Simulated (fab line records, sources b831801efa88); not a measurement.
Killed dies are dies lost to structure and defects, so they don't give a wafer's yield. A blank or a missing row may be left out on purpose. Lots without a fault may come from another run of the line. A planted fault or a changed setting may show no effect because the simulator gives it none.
Which tool did it? | flow gf180mcu | 12 lots, 36 wafers sampled, at 1 step of a route of 602

WHAT THE GAUGES READ, wafer by wafer
GF_M5_OVL_MEAS_08.
lot  | measured     | on         | M5_OVL (nm)
L075 | day 26 12:05 | overlay-02 | 1 -1 -3
L077 | day 27 01:35 | overlay-01 | 4 -2 12
L079 | day 28 00:28 | overlay-01 | -1 -3 7
L081 | day 28 17:14 | overlay-02 | 1 1 0
L083 | day 29 04:17 | overlay-02 | 6 11 5
L085 | day 29 21:38 | overlay-02 | -4 6 -5
L087 | day 30 10:38 | overlay-02 | -2 -1 2
L089 | day 30 20:17 | overlay-02 | 0 1 6
L091 | day 31 11:18 | overlay-01 | 0 2 2
L093 | day 31 23:24 | overlay-01 | -5 -9 -3
L095 | day 32 05:10 | overlay-02 | -9 0 -10
L097 | day 32 19:53 | overlay-01 | -1 -1 -2

WHICH TOOL RAN EACH LOT (tool, then ch and the chambers of the sampled wafers, then the start)
The record holds no process step before these readings.

THE ANSWER, worked out from the rows above alone
Rule: what is usual is taken from the lots themselves. Put in order of their means at a reading, lots are off if they are a third of the lots or fewer, leave a main group of 4 or more, and stand apart from it by a gap of 3 or more times the standard deviation of the main group's means; of several such gaps the widest counts. A main group whose means are all the same, to the digits that the tables above print for the reading, isn't used. A lot without any number at a reading at which 4 lots or more have one is off too. The other lots that the step has rows for count as sound.
No lot is off at any reading shown: from this, nothing can be told.

WHAT THE SIMULATOR HAD PUT IN
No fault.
